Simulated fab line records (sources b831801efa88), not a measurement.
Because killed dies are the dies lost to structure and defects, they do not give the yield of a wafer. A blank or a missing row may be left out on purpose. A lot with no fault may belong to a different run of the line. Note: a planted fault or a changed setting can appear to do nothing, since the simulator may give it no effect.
Code-filled problem report in 8D (eight disciplines) form	flow gf180mcu	the parts of the form that need people (team, actions taken, sign-off) are left out

## 1. WHAT IS WRONG
At GF_HV_LDD_CD_MEAS_31, cd-nm averages 421.8 nm over 6 wafers from 2 lots, while fault-free wafers read 400.5 nm, standard deviation 2.5. Measured from the usual mean, that is +8.5 standard deviations.
The step: target cd 400 nm.
Earliest sighting: wafer L276.2 on cd-sem-02 at day 14 10:16. At this step, 39 wafers from 13 lots have a number in the record. The rule behind "out" and "out of limits": a value lying over 4 standard deviations away from the usual mean. Any other wafer with a number is counted as sound.

## 2. WHAT IT IS, AND WHAT IT ISN'T
question	is	is not
which readings at this step	cd-nm	-
which lots	L276, L278	L267, L268, L269, L270, L271, L272, L277, L284, L285, L286, L290
which wafers of those lots	all that have a number	-
read on which gauges	cd-sem-02	cd-sem-01
when	from day 14 10:16	up to then (18 sound wafers); but 15 sound wafers of L277, L284, L285, L286, L290 came after

## 3. THE SUSPECTS, EACH WITH WHAT RULES IT OUT
Counting: a tool at any process step up to the reading remains a suspect when it ran all the lots that are out and ran no sound lot after the first of those.
- the gauge at GF_HV_LDD_CD_MEAS_31 has been ruled out. All the wafers that are out were read on cd-sem-02, but those of them that GF_HV_LDD_EXPOSE_28 has rows for are out there too, on other tools.
- iline-stepper-02 at GF_HV_LDD_EXPOSE_28 (exposes mask Nplus HV AREA, target cd 400 nm): kept. It processed each lot that is out, first L276 at day 13 23:58, and no sound lot thereafter; up to then, the last sound lot it processed was L268 at day 11 13:31. Out on those wafers are its own readings of exposure-dose-mJ-cm2.
Remaining after the count: iline-stepper-02 at GF_HV_LDD_EXPOSE_28.

## 4. THE CAUSE (what the simulator had put in)
Process parameter drift: iline-stepper-02, from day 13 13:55 on, at GF_HV_LDD_EXPOSE_28. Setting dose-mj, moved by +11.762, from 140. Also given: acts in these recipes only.
Only this tool survived the counting.

## 5. THE CHAIN OF EFFECTS, in route order
Each row: a reading whose mean over the struck wafers that have a number lies more than 3 standard deviations from the usual. Readings are gone through only where the record gives a usual standard deviation; hours: the median, over the lots, of the time from a lot's start at the first step in this table giving one to that lot's start at this step; sigmas: the change measured in usual standard deviations.
hours	step	reading	usual	on struck wafers	change	sigmas
0	GF_HV_LDD_EXPOSE_28	exposure-dose-mJ-cm2	139.99	151.87	+11.88	+79
10	GF_HV_LDD_CD_MEAS_31	cd-nm	400.5 nm	421.8	+21.3	+8.5
The process steps in it:
- GF_HV_LDD_EXPOSE_28: exposes mask Nplus HV AREA, target cd 400 nm.
At these later measuring or inspecting steps, every struck wafer for which the step has a row has a number for every such reading, and none has moved that far: GF_CONTACT_THK_MEAS_26, GF_M1_RS_MEAS_05.

## 6. WHAT WOULD HAVE CAUGHT IT SOONER
In this record the first reading out of limits at a measuring or inspecting step was taken at day 14 10:16, 20 hours after the fault began at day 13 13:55.
Tool's own readings at GF_HV_LDD_EXPOSE_28, exposure-dose-mJ-cm2: out on all struck wafers the step has rows for; an alarm limit on them would have tripped on the first.
Lots out: 2; of these, L278 started GF_HV_LDD_EXPOSE_28 on iline-stepper-02 after day 14 10:16. A tool hold placed at that time would have kept it from harm.
